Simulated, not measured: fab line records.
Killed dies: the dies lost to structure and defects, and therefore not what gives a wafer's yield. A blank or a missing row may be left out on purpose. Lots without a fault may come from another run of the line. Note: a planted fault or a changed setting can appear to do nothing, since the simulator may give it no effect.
The same fault as seen by 2 desks	flow sky130	each desk holds nothing but its own numbers, with what lay behind them at the end

AT THE METROLOGY DESK
What the gauges read, lot by lot, whatever tool the lot ran on: means of the sampled wafers that have a number. Marked OUT: a lot whose mean sits more than 4 standard deviations from the usual mean, which makes it out of limits; the brackets give that distance.
Columns: A = cd nm at SKY_SD_P_CD_MEAS_07, usual 379.9 nm; B = SD_P_OVL at SKY_SD_P_OVL_MEAS_08, usual -0.2 nm; C = VIA1_HDPCVD_THK at SKY_VIA1_THK_MEAS_01, usual 1034 nm
lot	first seen here	A	B	C
L102	day 26 09:50	379.0	0.3	1043
L104	day 26 23:01	383.4	-2.3	1040
L103	day 27 00:28	377.2	0.4	1026
L105	day 27 10:58	381.5	-1.8	1044
L106	day 27 21:07	379.3	0.3	1026
L107	day 28 05:06	380.8	-0.8	1042
L108	day 28 14:18	378.9	1.1	1044
L111	day 29 23:50	377.9	-2.0	1034
L114	day 31 02:32	379.5	0.8	810 (-19) OUT
L115	day 31 10:16	384.8	1.6	838 (-16) OUT
L118	day 32 13:12	379.1	-1.4	1039
L122	day 33 14:01	382.2	-1.5	1027
Finding of this desk: L114, L115 out of limits, first seen on L114 at day 38 10:14 (VIA1_HDPCVD_THK at SKY_VIA1_THK_MEAS_01). L102, L104, L103, L105, L106, L107, L108, L111, L118, L122: within limits.

DESK OF THE TOOL OWNER: hdpcvd-02
The tool's own readings at SKY_VIA1_HDPCVD_00 (deposits SiO2, target thk 1030 nm, time 171.7 s): means of the sampled wafers that have a number, for each lot that ran on this tool. Marked OUT: a lot whose mean sits more than 4 standard deviations from the usual mean, which makes it out of limits; the brackets give that distance.
Columns: A = susceptor temp C at SKY_VIA1_HDPCVD_00, usual 399.97 C
lot	first seen here	A
L102	day 34 09:16	400.11
L104	day 34 19:56	399.82
L111	day 37 10:34	400.11
L114	day 38 10:04	400.02
L115	day 38 16:26	400.24
This desk's verdict: no lot among the 5 shows anything out of limits.

TAKEN TOGETHER
At day 38 10:14 the metrology desk could have sounded an alarm, on L114, L115.
The tool owner's desk saw nothing out of limits.
On record at the tool owner's desk: L114, L115, within its limits.
All the named lots went through SKY_VIA1_HDPCVD_00 on hdpcvd-02.

WHAT THE SIMULATOR HAD INSERTED
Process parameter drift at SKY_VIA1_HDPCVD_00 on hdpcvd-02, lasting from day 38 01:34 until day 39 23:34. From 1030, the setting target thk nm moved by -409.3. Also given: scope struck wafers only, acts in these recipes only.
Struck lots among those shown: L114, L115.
Per desk, hours elapsed from the start of the fault to the first reading out of limits: for the metrology desk, 9.
